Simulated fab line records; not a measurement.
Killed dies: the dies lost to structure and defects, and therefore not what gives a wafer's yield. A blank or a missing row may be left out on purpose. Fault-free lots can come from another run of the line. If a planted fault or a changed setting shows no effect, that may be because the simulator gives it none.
Chamber matching :: flow gf180mcu :: 4 sister chambers for GF_V2_CMP_26 on cmp-02
The step polishes, stops on SiO2, t overpolish 15 s, target thk 0 nm. 4 wafers are shown with their chamber, then 8 later ones without.

WAFERS, EACH WITH ITS CHAMBER
wafer: L928.5
chamber: 0
motor_current_A (A): 10.2

wafer: L938.5
chamber: 1
motor_current_A (A): 10.8

wafer: L938.6
chamber: 2
motor_current_A (A): 12.6

wafer: L939.1
chamber: 3
motor_current_A (A): 14.5

WAFERS WITH NO CHAMBER GIVEN
wafer: L939.3
motor_current_A (A): 11.3

wafer: L939.6
motor_current_A (A): 12.6

wafer: L941.1
motor_current_A (A): 10.2

wafer: L941.3
motor_current_A (A): 12.0

wafer: L941.6
motor_current_A (A): 9.4

wafer: L942.1
motor_current_A (A): 10.4

wafer: L942.4
motor_current_A (A): 12.4

wafer: L942.6
motor_current_A (A): 12.1

EACH ONE'S CHAMBER
wafer: L939.3
from the rows above: can't be placed: 1 or 0 or 2
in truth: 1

wafer: L939.6
from the rows above: 2
in truth: 2

wafer: L941.1
from the rows above: can't be placed: 0 or 1
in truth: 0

wafer: L941.3
from the rows above: can't be placed: 2 or 1
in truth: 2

wafer: L941.6
from the rows above: can't be placed: 0 or 1
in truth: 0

wafer: L942.1
from the rows above: can't be placed: 0 or 1
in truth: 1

wafer: L942.4
from the rows above: 2
in truth: 2

wafer: L942.6
from the rows above: can't be placed: 2 or 1
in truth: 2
Correct placement for 2 of the 8. Unplaceable from these rows: 6, with the true chamber sitting among the candidates in 6. Placed wrongly: 0.
How it was worked out, from the rows above alone: a wafer's distance from a chamber is the root of the sum, over the readings, of the square of ((its reading less the chamber's mean) divided by the reading's scatter). The wafer belongs to the nearest chamber; if the next one is less than 2 further off, it can't be placed. Each chamber's mean is taken over the wafers shown for it. The scatter (one wafer shown for each chamber): square how far every hidden wafer sits from the nearest shown wafer, average those squares and take the square root.
